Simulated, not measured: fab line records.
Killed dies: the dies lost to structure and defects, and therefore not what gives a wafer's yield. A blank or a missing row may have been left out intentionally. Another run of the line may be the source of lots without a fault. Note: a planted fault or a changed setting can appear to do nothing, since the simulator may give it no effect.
Matching of chambers | flow gf180mcu | GF_V4_CMP_04 on cmp-01 has 4 sister chambers
The step polishes SiO2. 4 wafers are shown with their chamber, then 10 later ones without.

== WAFERS WITH THEIR CHAMBER ==
wafer  | chamber | motor_current_A (A)
L083.5 | 0       | 11.9
L084.3 | 3       | 9.9
L085.3 | 2       | 13.1
L085.4 | 1       | 10.5

== WAFERS WITHOUT THEIR CHAMBER ==
wafer  | motor_current_A (A)
L085.6 | 10.0
L086.1 | 13.3
L086.4 | 10.6
L086.5 | 11.2
L090.1 | 10.6
L090.3 | 13.2
L090.4 | 11.2
L091.1 | 13.4
L091.3 | 10.2
L091.6 | 10.5

== WHICH CHAMBER EACH WENT THROUGH ==
wafer  | from the rows above          | in truth
L085.6 | can't be placed: 3 or 1      | 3
L086.1 | 2                            | 2
L086.4 | can't be placed: 1 or 3      | 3
L086.5 | can't be placed: 1 or 0 or 3 | 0
L090.1 | can't be placed: 1 or 3      | 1
L090.3 | 2                            | 2
L090.4 | can't be placed: 1 or 0 or 3 | 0
L091.1 | 2                            | 2
L091.3 | can't be placed: 3 or 1      | 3
L091.6 | can't be placed: 1 or 3      | 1
3 of 10 placed correctly. Cannot be placed on the basis of these rows: 7; the candidates contain the true chamber in 7. Number placed wrongly: 0.
How it was worked out, from the rows above alone: a wafer's distance from a chamber is the root of the sum, over the readings, of the square of ((its reading less the chamber's mean) divided by the reading's scatter). If the next closest chamber is less than 2 further off than the closest, the wafer can't be placed; otherwise it belongs to the closest. The mean given for a chamber averages the wafers shown for that chamber. The scatter: with one shown wafer a chamber, the root of the mean of the squares of how far each hidden wafer lies from its nearest shown one.
